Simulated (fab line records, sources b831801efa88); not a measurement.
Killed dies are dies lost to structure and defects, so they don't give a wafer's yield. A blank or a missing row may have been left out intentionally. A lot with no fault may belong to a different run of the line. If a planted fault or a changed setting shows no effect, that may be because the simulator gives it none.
One fault seen from 2 desks ; flow gf180mcu ; each desk has only its own numbers; what lay behind them comes last

TOOL OWNER'S DESK, implanter-03
The tool's own readings at GF_VT_IMPLANT_IMPLANT_08: means of the sampled wafers that have a number, for each lot that ran on this tool. A lot is out of limits, marked OUT, if its mean lies more than 4 standard deviations from the usual mean; the brackets give that distance.
Columns: A = doseIonsCm2 at GF_VT_IMPLANT_IMPLANT_08, usual 8.29e+12; B = faradayCurrentUA at GF_VT_IMPLANT_IMPLANT_08, usual 46.7
lot;first seen here;A;B
L635;day 6 23:35;8.30e+12;47.2
L640;day 8 05:23;8.29e+12;46.0
L649;day 10 10:46;1.22e+13 (+99 or more) OUT;68.6 (+22) OUT
L650;day 10 15:23;1.22e+13 (+99 or more) OUT;68.2 (+22) OUT
This desk's finding: out of limits on L649, L650; first on L649, day 10 10:46 (doseIonsCm2 at GF_VT_IMPLANT_IMPLANT_08). L635, L640: within limits.

FROM THE METROLOGY DESK
What the gauges read, lot by lot, whatever tool the lot ran on: means of the sampled wafers that have a number. A lot is out of limits, marked OUT, if its mean lies more than 4 standard deviations from the usual mean; the brackets give that distance.
Columns: A = VT_IMPLANT_TW at GF_VT_IMPLANT_TW_MEAS_10, usual 561; B = HV_LDD_03_OVL at GF_HV_LDD_OVL_MEAS_47, usual 0.8 nm
lot;first seen here;A;B
L630;day 5 15:11;558;2.3
L632;day 6 00:50;566;1.4
L633;day 6 12:01;568;-0.4
L634;day 6 17:08;565;1.3
L635;day 6 23:50;565;-0.0
L637;day 7 11:05;564;0.3
L640;day 8 05:38;567;0.4
L641;day 8 10:59;557;2.5
L648;day 10 02:58;556;2.4
L649;day 10 10:59;627 (+17) OUT;1.2
L650;day 10 15:38;627 (+17) OUT;-0.9
L651;day 11 00:19;558;-0.3
L652;day 11 04:14;560;2.4
This desk's finding: out of limits on L649, L650; first on L649, day 10 10:59 (VT_IMPLANT_TW at GF_VT_IMPLANT_TW_MEAS_10). L630, L632, L633, L634, L635, L637, L640, L641, L648, L651, L652: within limits.

ALL TOGETHER
The tool owner's desk had the chance to raise an alarm at day 10 10:46 on L649, L650.
L649, L650 would have let the metrology desk raise an alarm at day 10 10:59.
On implanter-03, each named lot ran GF_VT_IMPLANT_IMPLANT_08.

WHAT THE SIMULATOR HAD PUT IN
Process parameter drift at GF_VT_IMPLANT_IMPLANT_08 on implanter-03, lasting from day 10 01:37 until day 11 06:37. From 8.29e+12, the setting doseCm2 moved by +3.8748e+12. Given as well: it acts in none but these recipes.
Shown lots that were struck: L649, L650.
Delay (hours) between the fault's onset and each desk's first out-of-limits reading: 9 at the tool owner's desk, 9 at the metrology desk.
